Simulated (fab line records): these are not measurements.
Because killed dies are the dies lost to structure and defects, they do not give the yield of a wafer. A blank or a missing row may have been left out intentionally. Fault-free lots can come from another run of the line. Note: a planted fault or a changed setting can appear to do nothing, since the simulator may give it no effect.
fab line records	flow sky130
[record] lots = 6	wafers = 18	last_day = 50
route steps=708 shown VT_ADJUST_LVTN@105 VT_ADJUST_NCORE@119 VT_ADJUST_HVTR@131 VT_ADJUST_PCH@143 PAD_OPEN@708
lots that met no fault: from a run of the same line without faults
start_h: hours from the record's opening day to when the first of the lot's shown wafers began	wait_h: hours since the lot's step before	" as in the row above	L1.1+2: one row covering several wafers at once	- either no value or no given start	* or withheld: withheld	< > ~ a bound
route shown NAME@n: names a module that has steps shown in the file, with the first one's number in the route	usual: mean/standard deviation of fault-free wafers	same: alike in all rows	chamber/n: place in a boat	sites: the reading at each site	_std_site: standard deviation of those values	_edge_site: mean of outer sites minus mean of inner sites	radius_mm: how far each site lies from the wafer's centre	mask NAME#n: copy n	behind: the most recent tool/chamber to have shaped the wafer	hold: why the lot went on hold/how many hours it stayed there/how the hold came to an end	device: whichever transistor did not switch (one of n, p or np)	end of line: at the end of the route, the tests of the same wafers	step lacking rows: just its recipe	killed: not the wafer's yield, but the dies lost to structure and defects at the first sort	map: a wafer's dies, x killed, . not, _ none there
set.NAME: the run value of the setting; set.NAME@STEP: its run value at that earlier step	model.NAME: the simulator's own value behind a step, which no gauge read
lots seen at some steps along the route; tables by step, rows by wafer
services: a tool's chamber out of use, with start hour (start_h, from the record's first day; less than 0 if before it), hours out, and reason
[[steps]]
[step SKY_VT_ADJUST_LVTN_IMPLANT_08]
[recipe] species = B	energy_kev = 30	dose_cm2 = 1.57e+12	tilt_deg = withheld
[step SKY_VT_ADJUST_LVTN_STRIP_09]
[recipe] chemistry = O2/N2	power_w = 1400	pressure_mtorr = 1500	platen_temp_c = withheld	o2_flow_sccm = 3000	n2_flow_sccm = 300	overash_fraction = 0.5
[usual] drypump_motor_current_A = 5.74/0.25	o2_flow_sccm = 3002/9	oes_product_au = 0.722/0.0042	strip_time_to_endpoint_s = 36.89/0.09
lot.wafer	tool	chamber	start_h	wait_h	drypump_motor_current_A	o2_flow_sccm	oes_product_au	rf_hours_counter_h	strip_time_to_endpoint_s
L406.2	plasma_asher-01	0	149.85	0.1	5.74	3020	0.729	3	36.96
L406.4	"	0	"	"	5.75	3015	0.720	-	36.93
L406.5	"	1	"	"	5.29	3010	0.724	-	37.00
L411.1	plasma_asher-04	1	178.94	0.1	5.95	3002	0.721	49	36.78
L411.2	"	0	"	"	5.56	3007	0.723	49	36.87
L411.6	"	0	"	"	5.54	2996	0.719	-	36.77
L414.1	plasma_asher-04	0	204.45	0.1	5.53	2999	0.723	51	36.83
L414.2	"	1	"	"	5.96	2999	0.717	51	36.86
L414.5	"	0	"	"	5.49	3009	0.722	-	36.63
L415.2	plasma_asher-04	0	206.55	0.1	5.53	2996	0.726	51	36.86
L415.4	"	0	"	"	5.48	2984	0.721	-	36.93
L415.6	"	0	"	"	5.49	2996	0.727	-	36.90
L426.1	plasma_asher-01	0	306.85	0.1	5.81	2993	0.727	19	36.89
L426.3	"	0	"	"	5.78	3008	0.726	-	36.91
L426.5	"	0	"	"	5.78	3010	0.721	-	36.99
L427.3	plasma_asher-01	1	307.53	0.1	5.30	2997	0.727	-	37.01
L427.4	"	0	"	"	5.76	2987	0.723	-	36.93
L427.5	"	1	"	"	5.28	2993	0.718	-	36.91
[step SKY_VT_ADJUST_LVTN_TW_MEAS_10]
[usual] VT_ADJUST_LVTN_TW = 243.4/2.7
lot.wafer	tool	chamber	start_h	wait_h	VT_ADJUST_LVTN_TW
L406.2	film_metro-02	-	149.96	0.1	244.0
L406.4	"	-	"	"	243.5
L406.5	"	-	"	"	244.1
L411.1	film_metro-01	-	179.04	0.1	246.6
L411.2	"	-	"	"	243.7
L411.6	"	-	"	"	246.4
L414.1	film_metro-01	-	204.55	0.1	245.5
L414.2	"	-	"	"	244.6
L414.5	"	-	"	"	244.7
L415.2	film_metro-01	-	206.66	0.1	245.7
L415.4	"	-	"	"	246.0
L415.6	"	-	"	"	244.7
L426.1	film_metro-03	-	306.95	0.1	240.2
L426.3	"	-	"	"	240.9
L426.5	"	-	"	"	239.6
L427.3	film_metro-02	-	307.62	0.1	243.7
L427.4	"	-	"	"	243.5
L427.5	"	-	"	"	244.9
[step SKY_VT_ADJUST_LVTN_DEHYDRATE_11]
[recipe] temp_c = 200	time_s = 60
[step SKY_VT_ADJUST_LVTN_HMDS_12]
[recipe] prime_time_s = 60	prime_temp_c = 120
[step SKY_VT_ADJUST_LVTN_COAT_13]
[recipe] resist = NOVOLAK	spin_rpm = 3000	resist_thk_nm = 1140
[step SKY_VT_ADJUST_LVTN_SOFTBAKE_14]
[recipe] temp_c = 90	time_s = 60	resist = NOVOLAK
[step SKY_VT_ADJUST_LVTN_EXPOSE_15]
[recipe] mask_id = HVN_STD_DERIVED	na = 0.6	source_shape = conventional	sigma_outer = 0.6	polarization = unpolarized	target_cd_nm = 600	dose_mj = 163
[step SKY_VT_ADJUST_LVTN_PEB_16]
[recipe] temp_c = withheld	time_s = *	resist = NOVOLAK
[step SKY_VT_ADJUST_LVTN_DEVELOP_17]
[recipe] resist = NOVOLAK	developer = TMAH	develop_time_s = 60	dev_temp_c = 23
[step SKY_VT_ADJUST_LVTN_OVL_MEAS_18]
[usual] VT_ADJUST_LVTN_01_OVL = -0.8/1.6
lot.wafer	tool	chamber	start_h	wait_h	VT_ADJUST_LVTN_01_OVL[nm]
L406.2	overlay-01	-	168.16	0.1	1.3
L406.4	"	-	"	"	-0.1
L406.5	"	-	"	"	0.5
L411.1	overlay-01	-	199.96	0.1	-2.4
L411.2	"	-	"	"	-2.9
L411.6	"	-	"	"	-3.6
L414.1	overlay-01	-	226.71	0.1	-4.8
L414.2	"	-	"	"	-6.0
L414.5	"	-	"	"	-4.8
L415.2	overlay-02	-	228.47	0.1	0.9
L415.4	"	-	"	"	-0.1
L415.6	"	-	"	"	0.6
L426.1	overlay-02	-	332.90	0.1	-1.7
L426.3	"	-	"	"	0.8
L426.5	"	-	"	"	-0.3
L427.3	overlay-02	-	333.67	0.1	0.3
L427.4	"	-	"	"	0.5
L427.5	"	-	"	"	1.1
[step SKY_VT_ADJUST_LVTN_IMPLANT_19]
[recipe] species = B	energy_kev = 30	dose_cm2 = 6.5e+11	tilt_deg = withheld
[step SKY_VT_ADJUST_LVTN_STRIP_20]
[recipe] chemistry = O2/N2	power_w = 1400	pressure_mtorr = 1500	platen_temp_c = withheld	o2_flow_sccm = 3000	n2_flow_sccm = 300	overash_fraction = 0.5
[usual] drypump_motor_current_A = 5.75/0.25	o2_flow_sccm = 3000/9.7	oes_product_au = 0.716/0.0046	strip_time_to_endpoint_s = 14.16/0.034
lot.wafer	tool	chamber	start_h	wait_h	drypump_motor_current_A	o2_flow_sccm	oes_product_au	rf_hours_counter_h	strip_time_to_endpoint_s
L406.2	plasma_asher-03	0	168.34	0.1	6.07	3014	0.717	49	14.19
L406.4	"	1	"	"	5.67	2998	0.718	-	14.16
L406.5	"	1	"	"	5.67	3005	0.716	-	14.13
L411.1	plasma_asher-03	1	200.15	0.1	5.72	2988	0.719	52	14.15
L411.2	"	0	"	"	6.08	3001	0.719	52	14.16
L411.6	"	0	"	"	6.05	2998	0.711	-	14.18
L414.1	plasma_asher-01	1	226.90	0.1	5.31	2995	0.726	11	14.23
L414.2	"	0	"	"	5.76	2984	0.709	11	14.18
L414.5	"	0	"	"	5.76	2988	0.714	-	14.17
L415.2	plasma_asher-03	1	228.65	0.1	5.69	3005	0.718	53	14.17
L415.4	"	0	"	"	6.07	3013	0.711	-	14.15
L415.6	"	0	"	"	6.05	2998	0.715	-	14.19
L426.1	plasma_asher-03	0	333.09	0.1	6.09	2986	0.715	63	14.14
L426.3	"	1	"	"	5.70	2990	0.709	-	14.18
L426.5	"	1	"	"	5.71	2998	0.716	-	14.17
L427.3	plasma_asher-03	1	333.88	0.1	5.70	2992	0.714	-	14.18
L427.4	"	0	"	"	6.09	3014	0.720	-	14.14
L427.5	"	0	"	"	6.06	3007	0.717	-	14.16
[step SKY_VT_ADJUST_LVTN_TW_MEAS_21]
[usual] VT_ADJUST_LVTN_2_TW = 189.8/1.9
lot.wafer	tool	chamber	start_h	wait_h	VT_ADJUST_LVTN_2_TW
L406.2	film_metro-02	-	168.45	0.1	189.9
L406.4	"	-	"	"	189.4
L406.5	"	-	"	"	189.4
L411.1	film_metro-02	-	200.25	0.1	189.8
L411.2	"	-	"	"	189.4
L411.6	"	-	"	"	189.3
L414.1	film_metro-02	-	227.00	0.1	191.0
L414.2	"	-	"	"	190.8
L414.5	"	-	"	"	190.9
L415.2	film_metro-01	-	228.76	0.1	190.3
L415.4	"	-	"	"	191.4
L415.6	"	-	"	"	191.3
L426.1	film_metro-01	-	333.19	0.1	192.5
L426.3	"	-	"	"	192.1
L426.5	"	-	"	"	192.5
L427.3	film_metro-03	-	333.96	0.1	186.7
L427.4	"	-	"	"	186.7
L427.5	"	-	"	"	187.0
[step SKY_VT_ADJUST_NCORE_DEHYDRATE_00]
[recipe] temp_c = 200	time_s = 60
[step SKY_VT_ADJUST_NCORE_HMDS_01]
[recipe] prime_time_s = 60	prime_temp_c = 120
[step SKY_VT_ADJUST_NCORE_COAT_02]
[recipe] resist = NOVOLAK	spin_rpm = 3000	resist_thk_nm = 1140
[step SKY_VT_ADJUST_NCORE_SOFTBAKE_03]
[recipe] temp_c = 90	time_s = 60	resist = NOVOLAK
[step SKY_VT_ADJUST_NCORE_EXPOSE_04]
[recipe] mask_id = LVTN_COMPLEMENT_THIN	na = 0.6	source_shape = conventional	sigma_outer = 0.6	polarization = unpolarized	target_cd_nm = 380	dose_mj = 139
[step SKY_VT_ADJUST_NCORE_PEB_05]
[recipe] temp_c = withheld	time_s = *	resist = NOVOLAK
[step SKY_VT_ADJUST_NCORE_DEVELOP_06]
[recipe] resist = NOVOLAK	developer = TMAH	develop_time_s = 60	dev_temp_c = 23
[step SKY_VT_ADJUST_NCORE_CD_MEAS_07]
[recipe] target_cd_nm = 380
[usual] cd_nm = 379.0/2
lot.wafer	tool	chamber	start_h	wait_h	cd_nm
L406.2	cd_sem-02	-	188.42	0.1	380.9
L406.4	"	-	"	"	382.8
L406.5	"	-	"	"	383.4
L411.1	cd_sem-02	-	221.68	0.1	376.5
L411.2	"	-	"	"	378.4
L411.6	"	-	"	"	377.7
L414.1	cd_sem-01	-	249.66	0.1	375.6
L414.2	"	-	"	"	374.8
L414.5	"	-	"	"	375.1
L415.2	cd_sem-01	-	251.77	0.1	378.6
L415.4	"	-	"	"	381.1
L415.6	"	-	"	"	376.7
L426.1	cd_sem-01	-	360.51	0.1	380.3
L426.3	"	-	"	"	378.5
L426.5	"	-	"	"	381.1
L427.3	cd_sem-02	-	361.09	0.1	380.1
L427.4	"	-	"	"	380.9
L427.5	"	-	"	"	380.6
[step SKY_VT_ADJUST_NCORE_OVL_MEAS_08]
[usual] VT_ADJUST_NCORE_OVL = -0.2/1.7
lot.wafer	tool	chamber	start_h	wait_h	VT_ADJUST_NCORE_OVL[nm]
L406.2	overlay-01	-	188.53	0.1	-0.2
L406.4	"	-	"	"	-0.5
L406.5	"	-	"	"	0.8
L411.1	overlay-01	-	221.80	0.1	-2.3
L411.2	"	-	"	"	0.3
L411.6	"	-	"	"	-1.5
L414.1	overlay-02	-	249.78	0.1	-1.9
L414.2	"	-	"	"	-0.4
L414.5	"	-	"	"	-3.1
L415.2	overlay-01	-	251.88	0.1	-1.0
L415.4	"	-	"	"	-0.2
L415.6	"	-	"	"	-0.3
L426.1	overlay-02	-	360.63	0.1	1.5
L426.3	"	-	"	"	-1.1
L426.5	"	-	"	"	1.5
L427.3	overlay-01	-	361.18	0.1	0.3
L427.4	"	-	"	"	2.0
L427.5	"	-	"	"	0.0
[step SKY_VT_ADJUST_NCORE_IMPLANT_09]
[recipe] species = B	energy_kev = 10	dose_cm2 = 2.4e+12	tilt_deg = withheld
[step SKY_VT_ADJUST_NCORE_STRIP_10]
[recipe] chemistry = O2/N2	power_w = 1400	pressure_mtorr = 1500	platen_temp_c = withheld	o2_flow_sccm = 3000	n2_flow_sccm = 300	overash_fraction = 0.5
[usual] drypump_motor_current_A = 5.81/0.26	o2_flow_sccm = 2999/8.9	oes_product_au = 0.715/0.0046	strip_time_to_endpoint_s = 14.177/0.03
lot.wafer	tool	chamber	start_h	wait_h	drypump_motor_current_A	o2_flow_sccm	oes_product_au	rf_hours_counter_h	strip_time_to_endpoint_s
L406.2	plasma_asher-02	0	188.71	0.1	6.10	2996	0.717	37	14.207
L406.4	"	0	"	"	6.11	3000	0.718	-	14.186
L406.5	"	0	"	"	6.10	2996	0.721	-	14.176
L411.1	plasma_asher-02	0	221.99	0.1	6.11	2996	0.724	40	14.181
L411.2	"	1	"	"	5.47	2997	0.720	40	14.153
L411.6	"	0	"	"	6.13	3004	0.725	-	14.172
L414.1	plasma_asher-03	0	249.96	0.1	6.06	2988	0.724	55	14.164
L414.2	"	1	"	"	5.70	3002	0.708	55	14.187
L414.5	"	1	"	"	5.72	3028	0.716	-	14.184
L415.2	plasma_asher-04	1	252.06	0.1	5.96	3004	0.709	56	14.203
L415.4	"	0	"	"	5.51	3005	0.715	-	14.166
L415.6	"	0	"	"	5.53	2995	0.717	-	14.180
L426.1	plasma_asher-04	0	360.81	0.1	5.51	2998	0.720	66	14.235
L426.3	"	1	"	"	5.98	3001	0.726	-	14.210
L426.5	"	1	"	"	5.98	3001	0.718	-	14.195
L427.3	plasma_asher-03	1	361.39	0.1	5.72	2989	0.714	-	14.181
L427.4	"	0	"	"	6.07	3001	0.717	-	14.158
L427.5	"	1	"	"	5.70	3009	0.716	-	14.172
[step SKY_VT_ADJUST_NCORE_TW_MEAS_11]
[usual] VT_ADJUST_NCORE_TW = 219.5/1.9
lot.wafer	tool	chamber	start_h	wait_h	VT_ADJUST_NCORE_TW
L406.2	film_metro-02	-	188.82	0.1	221.6
L406.4	"	-	"	"	221.4
L406.5	"	-	"	"	222.5
L411.1	film_metro-02	-	222.09	0.1	220.9
L411.2	"	-	"	"	221.4
L411.6	"	-	"	"	222.5
L414.1	film_metro-02	-	250.06	0.1	222.8
L414.2	"	-	"	"	222.2
L414.5	"	-	"	"	221.6
L415.2	film_metro-04	-	252.17	0.1	220.3
L415.4	"	-	"	"	220.3
L415.6	"	-	"	"	219.3
L426.1	film_metro-02	-	360.91	0.1	222.3
L426.3	"	-	"	"	221.9
L426.5	"	-	"	"	220.6
L427.3	film_metro-03	-	361.48	0.1	218.0
L427.4	"	-	"	"	217.3
L427.5	"	-	"	"	216.1
[step SKY_VT_ADJUST_HVTR_DEHYDRATE_00]
[recipe] temp_c = 200	time_s = 60
[step SKY_VT_ADJUST_HVTR_HMDS_01]
[recipe] prime_time_s = 60	prime_temp_c = 120
[step SKY_VT_ADJUST_HVTR_COAT_02]
[recipe] resist = NOVOLAK	spin_rpm = 3000	resist_thk_nm = 1140
[step SKY_VT_ADJUST_HVTR_SOFTBAKE_03]
[recipe] temp_c = 90	time_s = 60	resist = NOVOLAK
[step SKY_VT_ADJUST_HVTR_EXPOSE_04]
[recipe] mask_id = HVTRM	target_cd_nm = 380	na = 0.6	source_shape = conventional	sigma_outer = 0.6	dose_mj = 150
[step SKY_VT_ADJUST_HVTR_PEB_05]
[recipe] temp_c = withheld	time_s = *	resist = NOVOLAK
[step SKY_VT_ADJUST_HVTR_DEVELOP_06]
[recipe] develop_time_s = 60	dev_temp_c = 23
[step SKY_VT_ADJUST_HVTR_CD_MEAS_07]
[recipe] target_cd_nm = 380
[usual] cd_nm = 380.8/2.8
lot.wafer	tool	chamber	start_h	wait_h	cd_nm
L406.2	cd_sem-02	-	209.60	0.1	383.5
L406.4	"	-	"	"	383.0
L406.5	"	-	"	"	381.5
L411.1	cd_sem-02	-	244.31	0.1	382.6
L411.2	"	-	"	"	382.4
L411.6	"	-	"	"	383.2
L414.1	cd_sem-02	-	273.48	0.1	380.9
L414.2	"	-	"	"	379.5
L414.5	"	-	"	"	382.9
L415.2	cd_sem-01	-	275.00	0.1	378.9
L415.4	"	-	"	"	381.1
L415.6	"	-	"	"	382.2
L426.1	cd_sem-02	-	387.38	0.1	381.4
L426.3	"	-	"	"	380.9
L426.5	"	-	"	"	382.1
L427.3	cd_sem-01	-	388.67	0.1	375.4
L427.4	"	-	"	"	379.3
L427.5	"	-	"	"	378.5
[step SKY_VT_ADJUST_HVTR_OVL_MEAS_08]
[usual] VT_ADJUST_HVTR_OVL = -0.9/1.4
lot.wafer	tool	chamber	start_h	wait_h	VT_ADJUST_HVTR_OVL[nm]
L406.2	overlay-01	-	209.71	0.1	-1.8
L406.4	"	-	"	"	-3.6
L406.5	"	-	"	"	-2.0
L411.1	overlay-01	-	244.43	0.1	0.4
L411.2	"	-	"	"	0.3
L411.6	"	-	"	"	0.6
L414.1	overlay-02	-	273.60	0.1	-0.7
L414.2	"	-	"	"	-0.3
L414.5	"	-	"	"	-0.2
L415.2	overlay-01	-	275.10	0.1	-1.2
L415.4	"	-	"	"	-0.7
L415.6	"	-	"	"	-0.4
L426.1	overlay-01	-	387.50	0.1	-0.9
L426.3	"	-	"	"	-1.1
L426.5	"	-	"	"	-3.7
L427.3	overlay-01	-	388.76	0.1	-3.2
L427.4	"	-	"	"	-0.4
L427.5	"	-	"	"	-2.1
[step SKY_VT_ADJUST_HVTR_IMPLANT_09]
[recipe] species = B	energy_kev = 10	dose_cm2 = 2.1e+12	tilt_deg = withheld
[step SKY_VT_ADJUST_HVTR_STRIP_10]
[recipe] chemistry = O2/N2	power_w = 1400	pressure_mtorr = 1500	platen_temp_c = withheld	o2_flow_sccm = 3000	n2_flow_sccm = 300	overash_fraction = 0.5
[usual] drypump_motor_current_A = 5.76/0.29	o2_flow_sccm = 3000/9.1	oes_product_au = 0.715/0.0041	strip_time_to_endpoint_s = 14.17/0.043
lot.wafer	tool	chamber	start_h	wait_h	drypump_motor_current_A	o2_flow_sccm	oes_product_au	rf_hours_counter_h	strip_time_to_endpoint_s
L406.2	plasma_asher-02	1	209.89	0.1	5.47	3004	0.719	39	14.17
L406.4	"	1	"	"	5.49	3012	0.716	-	14.20
L406.5	"	0	"	"	6.13	3004	0.715	-	14.22
L411.1	plasma_asher-01	1	244.62	0.1	5.31	2998	0.710	13	14.10
L411.2	"	0	"	"	5.76	2998	0.712	13	14.12
L411.6	"	1	"	"	5.30	2995	0.719	-	14.09
L414.1	plasma_asher-01	1	273.78	0.1	5.29	3010	0.712	16	14.10
L414.2	"	0	"	"	5.78	2997	0.716	16	14.14
L414.5	"	1	"	"	5.29	3006	0.718	-	14.11
L415.2	plasma_asher-03	0	275.28	0.1	6.07	2991	0.711	58	14.23
L415.4	"	0	"	"	6.06	2992	0.718	-	14.23
L415.6	"	0	"	"	6.06	2998	0.717	-	14.23
L426.1	plasma_asher-03	0	387.68	0.1	6.05	3012	0.714	69	14.16
L426.3	"	1	"	"	5.65	3008	0.712	-	14.16
L426.5	"	1	"	"	5.70	3003	0.707	-	14.16
L427.3	plasma_asher-02	1	388.97	0.1	5.49	3002	0.713	-	14.20
L427.4	"	0	"	"	6.11	3016	0.719	-	14.19
L427.5	"	0	"	"	6.12	3004	0.718	-	14.16
[step SKY_VT_ADJUST_HVTR_TW_MEAS_11]
[usual] VT_ADJUST_HVTR_TW = 213.2/2.6
lot.wafer	tool	chamber	start_h	wait_h	VT_ADJUST_HVTR_TW
L406.2	film_metro-04	-	210.00	0.1	210.4
L406.4	"	-	"	"	211.0
L406.5	"	-	"	"	211.8
L411.1	film_metro-01	-	244.72	0.1	217.4
L411.2	"	-	"	"	216.7
L411.6	"	-	"	"	216.3
L414.1	film_metro-01	-	273.88	0.1	216.8
L414.2	"	-	"	"	215.7
L414.5	"	-	"	"	216.4
L415.2	film_metro-03	-	275.39	0.1	209.6
L415.4	"	-	"	"	211.3
L415.6	"	-	"	"	210.6
L426.1	film_metro-03	-	387.78	0.1	210.6
L426.3	"	-	"	"	211.2
L426.5	"	-	"	"	210.4
L427.3	film_metro-03	-	389.05	0.1	210.2
L427.4	"	-	"	"	211.3
L427.5	"	-	"	"	210.8
[step SKY_VT_ADJUST_PCH_DEHYDRATE_00]
[recipe] temp_c = 200	time_s = 60
[step SKY_VT_ADJUST_PCH_HMDS_01]
[recipe] prime_time_s = 60	prime_temp_c = 120
[step SKY_VT_ADJUST_PCH_COAT_02]
[recipe] spin_rpm = 2000	resist_thk_nm = 3000
[step SKY_VT_ADJUST_PCH_SOFTBAKE_03]
[recipe] temp_c = 110	time_s = withheld
[step SKY_PAD_OPEN_PROBE_99]
[usual] killed_at_M0_to_M3 = 42/6.6	killed_at_M4_up = 3.1/1.9	killed_at_contacts = 24/5.6	killed_at_front_end = 15/4.8	killed_at_other = 0.3/0.48	killed_dies = 84/10	killed_open = 47/6.8	killed_short = 37/6.8
[same] gross_dies = 492	killed_at_back_side = 0
lot.wafer	tool	chamber	start_h	wait_h	killed_at_M0_to_M3	killed_at_M4_up	killed_at_contacts	killed_at_front_end	killed_at_other	killed_dies	killed_open	killed_short
L427.3	prober-01	-	1205.20	0.2	38	1	21	61	0	121	44	27
L426.3	prober-01	-	1209.40	0.2	40	2	23	63	0	128	42	38
L426.5	prober-01	-	1209.50	0.2	35	1	23	58	0	117	49	26
// killed by level:class
L427.3 VT_ADJUST_LVTN:unspecified=50 LI_CONTACT:geometric_particle:open=8 VIA3:geometric_particle:open=8 CONTACT:geometric_particle:open=8 VIA1:geometric_particle:open=7 VIA2:geometric_particle:open=5 VIA1:geometric_particle:short=5 POLY_GATE:geometric_particle:open=4
L426.3 VT_ADJUST_LVTN:unspecified=48 VIA1:geometric_particle:open=10 CONTACT:geometric_particle:open=9 METAL1:geometric_particle:short=5 LI_CONTACT:geometric_particle:open=5 VIA2:geometric_particle:open=5 FIELD_ISO:geometric_particle:short=4 LOCAL_INTERCONNECT:geometric_particle:short=4
L426.5 VT_ADJUST_LVTN:unspecified=42 VIA1:geometric_particle:open=11 LI_CONTACT:geometric_particle:open=8 CONTACT:geometric_particle:open=7 VIA3:geometric_particle:open=6 FIELD_ISO:geometric_particle:open=5 POLY_GATE:geometric_particle:short=5 METAL2:geometric_particle:short=5
// map L426.3 (x killed, . not)
__________....x....._________
________.x......x....._______
______..........x......._____
_____...x....x.......x..x____
____.x....x...........xxxx___
___.............x.x..xxxxxx__
__.x..............x.xxxxxxxx_
_x.x.x........x..x.x.xxxxxxxx
_..x........x..x.....xxxxxxxx
_x....x............x...xxxxxx
_.x.xxx.x.x..x..x....x.xxxxxx
_x....x.x..........x.x...xx.x
_x..x.xx....x......x.....xxxx
_.x.....xx.x.x.x.x..x........
_........x....x...x..........
__.x......x....x............_
___.........x.x..x..x......__
____x..x....x..x..........___
_____..xx..........x.x...____
______............x....._____
________.x.........x.._______
__________.........._________
// map L427.3 (x killed, . not)
__________.........x_________
________.............x_______
______.xx.xxx..........._____
_____xx...............x..____
____.x.......x...xx.x..xxx___
___..x................xxxxx__
__.x......xx.x.xx.xx.xxxxxxx_
_.x......x.x.........xxxxxxxx
_....x.......x.x.....xxxxxxxx
_.x..x............x.x..xxxxxx
_.....x.............xxxxxxxxx
_......x.x..............xxx..
_..xx.........x...x.x.x...x..
_..xx.............x.x...x....
_..xx......x........x........
__.....x.........x.xx...x.x._
___..x...x..x..............__
____...............x.....x___
_____x.............x.....____
______....x.....x......._____
________....xx...x...._______
__________......x..._________
[[services]]
tool	chamber	start_h	hours	kind
plasma_asher-01	-	171.49	0.9	repair
plasma_asher-03	-	213.85	14.6	pm
plasma_asher-04	-	224.50	2.5	repair
plasma_asher-04	-	271.55	1.2	repair
plasma_asher-01	-	278.31	0.7	repair
plasma_asher-04	-	303.58	0.5	repair
plasma_asher-03	-	344.54	0.8	repair
[[key]]
[first_sign] step = SKY_PAD_OPEN_PROBE_99	reading = killed_at_front_end	direction = up	sigmas = 9.5	usual = 15	struck = 61
[effect] step = SKY_PAD_OPEN_PROBE_99	reading = killed_dies	direction = up	sigmas = 3.7	usual = 84	struck = 122
met_at SKY_VT_ADJUST_LVTN_STRIP_20
struck_wafers L426.3,L426.5,L427.3
tester_left_out L426,L427
onset_between 228.65 333.09
[fault] kind = chamber_particle_source	tool = plasma_asher-03	chamber = 1	onset_h = 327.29	steps = SKY_VT_ADJUST_LVTN_STRIP_20	rate_per_visit_cm2 = 2.0789	end_h = 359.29
// tester_left_out: of these lots the tester's yield and bins aren't shown, on N5 and GAA mostly nor the transistor test; their killed dies are dies lost to structure and defects alone, not to doping, threshold or leakage, so they don't give the yield
